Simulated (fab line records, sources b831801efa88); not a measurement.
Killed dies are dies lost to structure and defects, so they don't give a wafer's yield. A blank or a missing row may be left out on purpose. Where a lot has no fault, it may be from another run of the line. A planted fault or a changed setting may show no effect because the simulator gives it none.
Which of the tools did it? :: flow sky130 :: 13 lots with 39 wafers sampled at 6 steps, on a route of 708 steps

## WHAT THE GAUGES READ, wafer by wafer
SKY_LDD_HVP_OVL_MEAS_07. Usual: LDD_HVP_OVL typically reads -0.3 nm, with standard deviation 1.4.
lot: L739
measured: day 22 07:35
on: overlay-02
LDD_HVP_OVL (nm): -1.7 -1.9 -1.4
flag: 

lot: L740
measured: day 22 11:49
on: overlay-02
LDD_HVP_OVL (nm): 0.1 0.0 0.2
flag: 

lot: L741
measured: day 22 19:36
on: overlay-01
LDD_HVP_OVL (nm): -0.3 -0.3 -0.2
flag: 

lot: L742
measured: day 23 08:48
on: overlay-01
LDD_HVP_OVL (nm): 1.1 0.6 -0.6
flag: 

lot: L743
measured: day 23 13:34
on: overlay-02
LDD_HVP_OVL (nm): -1.8 -2.9 -1.4
flag: 

lot: L744
measured: day 23 19:56
on: overlay-02
LDD_HVP_OVL (nm): 0.1 0.7 0.4
flag: 

lot: L745
measured: day 24 06:40
on: overlay-02
LDD_HVP_OVL (nm): 0.0 0.8 0.5
flag: 

lot: L746
measured: day 24 10:55
on: overlay-01
LDD_HVP_OVL (nm): -2.2 -2.2 -1.3
flag: 

lot: L747
measured: day 25 00:43
on: overlay-01
LDD_HVP_OVL (nm): 1.5 0.4 -0.4
flag: 

lot: L750
measured: day 26 00:12
on: overlay-02
LDD_HVP_OVL (nm): -1.0 -3.3 -0.7
flag: 

lot: L755
measured: day 27 19:16
on: overlay-02
LDD_HVP_OVL (nm): -2.4 -2.1 -2.0
flag: 

lot: L756
measured: day 28 03:40
on: overlay-01
LDD_HVP_OVL (nm): 0.7 -2.7 1.0
flag: 

lot: L761
measured: day 29 09:28
on: overlay-02
LDD_HVP_OVL (nm): -2.6 -2.5 -1.9
flag: 

SKY_SD_N_TW_MEAS_12. Usual: SD_N_TW typically reads 3934, with standard deviation 39.
lot: L739
measured: day 28 12:26
on: film metro-03
SD_N_TW: 3930 3935 3925
flag: 

lot: L740
measured: day 28 18:08
on: film metro-01
SD_N_TW: 3880 3883 3897
flag: 

lot: L741
measured: day 28 23:46
on: film metro-02
SD_N_TW: 3974 3986 3982
flag: 

lot: L742
measured: day 29 13:46
on: film metro-02
SD_N_TW: 3986 4011 3997
flag: 

lot: L743
measured: day 29 19:08
on: film metro-01
SD_N_TW: 3939 3920 3926
flag: 

lot: L744
measured: day 30 00:54
on: film metro-02
SD_N_TW: 3994 3983 3982
flag: 

lot: L745
measured: day 30 10:11
on: film metro-03
SD_N_TW: 3925 3908 3923
flag: 

lot: L746
measured: day 30 14:56
on: film metro-02
SD_N_TW: 3987 3994 4004
flag: 

lot: L747
measured: day 31 02:59
on: film metro-03
SD_N_TW: 3925 3926 3934
flag: 

lot: L750
measured: day 32 03:28
on: film metro-03
SD_N_TW: 3892 3910 3921
flag: 

lot: L755
measured: day 33 18:02
on: film metro-01
SD_N_TW: 29 29 30
flag: OFF

lot: L756
measured: day 34 01:18
on: film metro-03
SD_N_TW: 3961 3942 3937
flag: 

lot: L761
measured: day 35 06:08
on: film metro-02
SD_N_TW: 3985 3988 4000
flag: 

## WHAT TOOL EACH LOT RAN ON (gives the tool, then ch and the chambers of the sampled wafers, and finally the start)
lot: L739
SKY_SPACER_ETCHBACK_02: rie diel-04 ch 2,3, day 23 15:16
SKY_POLY_CUT_ETCH_10: rie diel-02 ch 1,2,3, day 24 21:26
SKY_RES_XHIGH_STRIP_08: plasma asher-03 ch 0,1, day 27 08:00
SKY_SD_N_STRIP_11: plasma asher-01 ch 0,1, day 28 12:21

lot: L740
SKY_SPACER_ETCHBACK_02: rie diel-04 ch 0,1,2, day 23 20:18
SKY_POLY_CUT_ETCH_10: rie diel-03 ch 0,1,2, day 25 02:31
SKY_RES_XHIGH_STRIP_08: plasma asher-01 ch 0,1, day 27 13:45
SKY_SD_N_STRIP_11: plasma asher-01 ch 0,1, day 28 18:02

lot: L741
SKY_SPACER_ETCHBACK_02: rie diel-01 ch 0,2, day 24 02:41
SKY_POLY_CUT_ETCH_10: rie diel-03 ch 2,3, day 25 08:14
SKY_RES_XHIGH_STRIP_08: plasma asher-01 ch 0,1, day 27 19:07
SKY_SD_N_STRIP_11: plasma asher-02 ch 0,1, day 28 23:40

lot: L742
SKY_SPACER_ETCHBACK_02: rie diel-01 ch 0,1,3, day 24 16:37
SKY_POLY_CUT_ETCH_10: rie diel-03 ch 0,1,2, day 25 22:26
SKY_RES_XHIGH_STRIP_08: plasma asher-01 ch 0,1, day 28 08:45
SKY_SD_N_STRIP_11: plasma asher-01 ch 0,1, day 29 13:40

lot: L743
SKY_SPACER_ETCHBACK_02: rie diel-04 ch 1,2,3, day 24 23:34
SKY_POLY_CUT_ETCH_10: rie diel-04 ch 0,1,3, day 26 04:37
SKY_RES_XHIGH_STRIP_08: plasma asher-01 ch 0,1, day 28 14:09
SKY_SD_N_STRIP_11: plasma asher-01 ch 0,1, day 29 19:02

lot: L744
SKY_SPACER_ETCHBACK_02: rie diel-04 ch 1,2, day 25 04:04
SKY_POLY_CUT_ETCH_10: rie diel-04 ch 2,3, day 26 10:26
SKY_RES_XHIGH_STRIP_08: plasma asher-03 ch 0,1, day 28 20:18
SKY_SD_N_STRIP_11: plasma asher-01 ch 0,1, day 30 00:48

lot: L745
SKY_SPACER_ETCHBACK_02: rie diel-03 ch 0,3, day 25 14:28
SKY_POLY_CUT_ETCH_10: rie diel-04 ch 1,3, day 26 19:44
SKY_RES_XHIGH_STRIP_08: plasma asher-04 ch 0,1, day 29 05:54
SKY_SD_N_STRIP_11: plasma asher-01 ch 0,1, day 30 10:04

lot: L746
SKY_SPACER_ETCHBACK_02: rie diel-01 ch 0,2,3, day 25 18:49
SKY_POLY_CUT_ETCH_10: rie diel-02 ch 0,1,2, day 27 00:35
SKY_RES_XHIGH_STRIP_08: plasma asher-04 ch 0,1, day 29 10:16
SKY_SD_N_STRIP_11: plasma asher-02 ch 0,1, day 30 14:50

lot: L747
SKY_SPACER_ETCHBACK_02: rie diel-04 ch 0,1,2, day 26 09:01
SKY_POLY_CUT_ETCH_10: rie diel-04 ch 0,1,3, day 27 14:37
SKY_RES_XHIGH_STRIP_08: plasma asher-03 ch 0,1, day 29 22:25
SKY_SD_N_STRIP_11: plasma asher-01 ch 0,1, day 31 02:53

lot: L750
SKY_SPACER_ETCHBACK_02: rie diel-01 ch 0,2,3, day 27 10:16
SKY_POLY_CUT_ETCH_10: rie diel-02 ch 0,1,2, day 28 14:28
SKY_RES_XHIGH_STRIP_08: plasma asher-04 ch 0, day 30 22:39
SKY_SD_N_STRIP_11: plasma asher-01 ch 0,1, day 32 03:22

lot: L755
SKY_SPACER_ETCHBACK_02: rie diel-01 ch 1,3, day 29 02:33
SKY_POLY_CUT_ETCH_10: rie diel-04 ch 2,3, day 30 06:50
SKY_RES_XHIGH_STRIP_08: plasma asher-01 ch 0, day 32 14:22
SKY_SD_N_STRIP_11: plasma asher-02 ch 0,1, day 33 17:56

lot: L756
SKY_SPACER_ETCHBACK_02: rie diel-04 ch 0,3, day 29 09:46
SKY_POLY_CUT_ETCH_10: rie diel-02 ch 0,1,2, day 30 13:55
SKY_RES_XHIGH_STRIP_08: plasma asher-03 ch 0, day 32 21:52
SKY_SD_N_STRIP_11: plasma asher-04 ch 0,1, day 34 01:12

lot: L761
SKY_SPACER_ETCHBACK_02: rie diel-03 ch 0,1,2, day 30 16:41
SKY_POLY_CUT_ETCH_10: rie diel-03 ch 0,2,3, day 31 20:49
SKY_RES_XHIGH_STRIP_08: plasma asher-04 ch 0,1, day 34 02:48
SKY_SD_N_STRIP_11: plasma asher-04 ch 0,1, day 35 06:01
- SKY_SPACER_ETCHBACK_02: etches Si3N4 in CH3F/O2, stops on SiO2, time 46.7 s, target depth 45 nm.
- SKY_POLY_CUT_ETCH_10: etches BARC in N2/H2, stops on SiO2, time 45.9 s, target depth 60 nm.
- SKY_RES_XHIGH_STRIP_08: strips in O2/N2.
- SKY_SD_N_STRIP_11: strips in O2/N2.

## WHAT THE TOOLS THEMSELVES READ (means of the sampled wafers that have a number; where no wafer has one, the mark that the record gives instead)
SKY_SPACER_ETCHBACK_02. Usual: drypump motor current A 5.9 A, standard deviation 0.41; oes product au 0.853 a.u., standard deviation 0.0068; throttle valve pct 10.562 %, standard deviation 0.0086.
lot: L739
tool: rie diel-04
drypump motor current A (A): 5.6
oes product au (a.u.): 0.863
throttle valve pct (%): 10.561
flag: 

lot: L740
tool: rie diel-04
drypump motor current A (A): 6.1
oes product au (a.u.): 0.855
throttle valve pct (%): 10.559
flag: 

lot: L741
tool: rie diel-01
drypump motor current A (A): 5.7
oes product au (a.u.): 0.850
throttle valve pct (%): 10.565
flag: 

lot: L742
tool: rie diel-01
drypump motor current A (A): 5.9
oes product au (a.u.): 0.866
throttle valve pct (%): 10.569
flag: 

lot: L743
tool: rie diel-04
drypump motor current A (A): 6.0
oes product au (a.u.): 0.850
throttle valve pct (%): 10.564
flag: 

lot: L744
tool: rie diel-04
drypump motor current A (A): 5.8
oes product au (a.u.): 0.857
throttle valve pct (%): 10.557
flag: 

lot: L745
tool: rie diel-03
drypump motor current A (A): 6.0
oes product au (a.u.): 0.854
throttle valve pct (%): 10.570
flag: 

lot: L746
tool: rie diel-01
drypump motor current A (A): 5.8
oes product au (a.u.): 0.852
throttle valve pct (%): 10.551
flag: 

lot: L747
tool: rie diel-04
drypump motor current A (A): 6.1
oes product au (a.u.): 0.851
throttle valve pct (%): 10.560
flag: 

lot: L750
tool: rie diel-01
drypump motor current A (A): 5.8
oes product au (a.u.): 0.855
throttle valve pct (%): 10.562
flag: 

lot: L755
tool: rie diel-01
drypump motor current A (A): 5.9
oes product au (a.u.): 0.847
throttle valve pct (%): 10.558
flag: 

lot: L756
tool: rie diel-04
drypump motor current A (A): 6.1
oes product au (a.u.): 0.846
throttle valve pct (%): 10.550
flag: 

lot: L761
tool: rie diel-03
drypump motor current A (A): 5.5
oes product au (a.u.): 0.857
throttle valve pct (%): 10.563
flag: 

SKY_POLY_CUT_ETCH_10. Usual: drypump motor current A 5.9 A, standard deviation 0.48; oes product au 0.855 a.u., standard deviation 0.0049; throttle valve pct 13.225 %, standard deviation 0.0093.
lot: L739
tool: rie diel-02
drypump motor current A (A): 5.9
oes product au (a.u.): 0.858
throttle valve pct (%): 13.228
flag: 

lot: L740
tool: rie diel-03
drypump motor current A (A): 5.6
oes product au (a.u.): 0.853
throttle valve pct (%): 13.242
flag: 

lot: L741
tool: rie diel-03
drypump motor current A (A): 5.4
oes product au (a.u.): 0.858
throttle valve pct (%): 13.224
flag: 

lot: L742
tool: rie diel-03
drypump motor current A (A): 5.5
oes product au (a.u.): 0.858
throttle valve pct (%): 13.222
flag: 

lot: L743
tool: rie diel-04
drypump motor current A (A): 6.3
oes product au (a.u.): 0.853
throttle valve pct (%): 13.222
flag: 

lot: L744
tool: rie diel-04
drypump motor current A (A): 5.6
oes product au (a.u.): 0.856
throttle valve pct (%): 13.227
flag: 

lot: L745
tool: rie diel-04
drypump motor current A (A): 6.2
oes product au (a.u.): 0.856
throttle valve pct (%): 13.212
flag: 

lot: L746
tool: rie diel-02
drypump motor current A (A): 5.9
oes product au (a.u.): 0.857
throttle valve pct (%): 13.222
flag: 

lot: L747
tool: rie diel-04
drypump motor current A (A): 6.3
oes product au (a.u.): 0.857
throttle valve pct (%): 13.222
flag: 

lot: L750
tool: rie diel-02
drypump motor current A (A): 5.9
oes product au (a.u.): 0.855
throttle valve pct (%): 13.227
flag: 

lot: L755
tool: rie diel-04
drypump motor current A (A): 5.6
oes product au (a.u.): 0.857
throttle valve pct (%): 13.219
flag: 

lot: L756
tool: rie diel-02
drypump motor current A (A): 5.9
oes product au (a.u.): 0.856
throttle valve pct (%): 13.237
flag: 

lot: L761
tool: rie diel-03
drypump motor current A (A): 5.7
oes product au (a.u.): 0.855
throttle valve pct (%): 13.223
flag: 

SKY_RES_XHIGH_STRIP_08. Usual: drypump motor current A 5.3 A, standard deviation 0.4; o2 flow sccm 3001 sccm, standard deviation 8.6; oes product au 0.711 a.u., standard deviation 0.0043; strip time to endpoint s 14.27 s, standard deviation 0.039.
lot: L739
tool: plasma asher-03
drypump motor current A (A): 6.0
o2 flow sccm (sccm): 3003
oes product au (a.u.): 0.711
strip time to endpoint s (s): 14.27
flag: 

lot: L740
tool: plasma asher-01
drypump motor current A (A): 5.0
o2 flow sccm (sccm): 3002
oes product au (a.u.): 0.714
strip time to endpoint s (s): 14.29
flag: 

lot: L741
tool: plasma asher-01
drypump motor current A (A): 5.2
o2 flow sccm (sccm): 3004
oes product au (a.u.): 0.709
strip time to endpoint s (s): 14.25
flag: 

lot: L742
tool: plasma asher-01
drypump motor current A (A): 5.0
o2 flow sccm (sccm): 2999
oes product au (a.u.): 0.712
strip time to endpoint s (s): 14.34
flag: 

lot: L743
tool: plasma asher-01
drypump motor current A (A): 5.0
o2 flow sccm (sccm): 3003
oes product au (a.u.): 0.714
strip time to endpoint s (s): 14.30
flag: 

lot: L744
tool: plasma asher-03
drypump motor current A (A): 5.9
o2 flow sccm (sccm): 3002
oes product au (a.u.): 0.713
strip time to endpoint s (s): 14.29
flag: 

lot: L745
tool: plasma asher-04
drypump motor current A (A): 5.1
o2 flow sccm (sccm): 3006
oes product au (a.u.): 0.707
strip time to endpoint s (s): 14.28
flag: 

lot: L746
tool: plasma asher-04
drypump motor current A (A): 5.2
o2 flow sccm (sccm): 2989
oes product au (a.u.): 0.713
strip time to endpoint s (s): 14.28
flag: 

lot: L747
tool: plasma asher-03
drypump motor current A (A): 6.0
o2 flow sccm (sccm): 3002
oes product au (a.u.): 0.705
strip time to endpoint s (s): 14.23
flag: 

lot: L750
tool: plasma asher-04
drypump motor current A (A): 5.1
o2 flow sccm (sccm): 3014
oes product au (a.u.): 0.707
strip time to endpoint s (s): 14.24
flag: 

lot: L755
tool: plasma asher-01
drypump motor current A (A): 4.8
o2 flow sccm (sccm): 2999
oes product au (a.u.): 0.939
strip time to endpoint s (s): -
flag: OFF

lot: L756
tool: plasma asher-03
drypump motor current A (A): 6.0
o2 flow sccm (sccm): 3007
oes product au (a.u.): 0.709
strip time to endpoint s (s): 14.30
flag: 

lot: L761
tool: plasma asher-04
drypump motor current A (A): 5.2
o2 flow sccm (sccm): 3008
oes product au (a.u.): 0.711
strip time to endpoint s (s): 14.27
flag: 

SKY_SD_N_STRIP_11. Usual: drypump motor current A 5.3 A, standard deviation 0.32; o2 flow sccm 3003 sccm, standard deviation 8.4; oes product au 0.527 a.u., standard deviation 0.0047; strip time to endpoint s 22.54 s, standard deviation 0.053.
lot: L739
tool: plasma asher-01
drypump motor current A (A): 5.2
o2 flow sccm (sccm): 3000
oes product au (a.u.): 0.528
strip time to endpoint s (s): 22.53
flag: 

lot: L740
tool: plasma asher-01
drypump motor current A (A): 5.2
o2 flow sccm (sccm): 3008
oes product au (a.u.): 0.526
strip time to endpoint s (s): 22.50
flag: 

lot: L741
tool: plasma asher-02
drypump motor current A (A): 5.7
o2 flow sccm (sccm): 3000
oes product au (a.u.): 0.524
strip time to endpoint s (s): 22.53
flag: 

lot: L742
tool: plasma asher-01
drypump motor current A (A): 5.2
o2 flow sccm (sccm): 3006
oes product au (a.u.): 0.527
strip time to endpoint s (s): 22.51
flag: 

lot: L743
tool: plasma asher-01
drypump motor current A (A): 5.0
o2 flow sccm (sccm): 2998
oes product au (a.u.): 0.525
strip time to endpoint s (s): 22.44
flag: 

lot: L744
tool: plasma asher-01
drypump motor current A (A): 5.0
o2 flow sccm (sccm): 3005
oes product au (a.u.): 0.528
strip time to endpoint s (s): 22.50
flag: 

lot: L745
tool: plasma asher-01
drypump motor current A (A): 5.0
o2 flow sccm (sccm): 3008
oes product au (a.u.): 0.523
strip time to endpoint s (s): 22.52
flag: 

lot: L746
tool: plasma asher-02
drypump motor current A (A): 5.7
o2 flow sccm (sccm): 3012
oes product au (a.u.): 0.532
strip time to endpoint s (s): 22.54
flag: 

lot: L747
tool: plasma asher-01
drypump motor current A (A): 5.0
o2 flow sccm (sccm): 3001
oes product au (a.u.): 0.524
strip time to endpoint s (s): 22.59
flag: 

lot: L750
tool: plasma asher-01
drypump motor current A (A): 5.0
o2 flow sccm (sccm): 2996
oes product au (a.u.): 0.524
strip time to endpoint s (s): 22.53
flag: 

lot: L755
tool: plasma asher-02
drypump motor current A (A): 5.6
o2 flow sccm (sccm): 2999
oes product au (a.u.): 0.554
strip time to endpoint s (s): 25.83
flag: OFF

lot: L756
tool: plasma asher-04
drypump motor current A (A): 5.2
o2 flow sccm (sccm): 3013
oes product au (a.u.): 0.527
strip time to endpoint s (s): 22.60
flag: 

lot: L761
tool: plasma asher-04
drypump motor current A (A): 5.2
o2 flow sccm (sccm): 3001
oes product au (a.u.): 0.531
strip time to endpoint s (s): 22.56
flag: 

## THE ANSWER, worked out from the rows above alone
Rule: take the mean of a lot's wafers that have a number; if it is more than 3 standard deviations from the usual mean, the lot is off. Also off: a lot with no number at a reading for which 4 or more lots have one. The other lots that the step has rows for count as sound. After the gauges, taken in route order, come the tools' own readings; for these a lot's mean is taken, as printed above. At the first step where some lot is off, the reading lying furthest off is the one used; lots without a number count as furthest.
Off: L755, at SKY_SD_N_TW_MEAS_12 (SD_N_TW).
If a tool, at a process step before that reading, ran all the lots that are off and no sound lot after the first of them, it fits. The gauges at SKY_SD_N_TW_MEAS_12 aren't tried: what is off there is off at SKY_RES_XHIGH_STRIP_08 too, on other tools, and a gauge's error can't cause that. Can't be told from this: 4 tools fit, rie diel-01 at SKY_SPACER_ETCHBACK_02, rie diel-04 at SKY_POLY_CUT_ETCH_10, plasma asher-01 at SKY_RES_XHIGH_STRIP_08, plasma asher-02 at SKY_SD_N_STRIP_11.

## WHAT THE SIMULATOR HAD PUT IN
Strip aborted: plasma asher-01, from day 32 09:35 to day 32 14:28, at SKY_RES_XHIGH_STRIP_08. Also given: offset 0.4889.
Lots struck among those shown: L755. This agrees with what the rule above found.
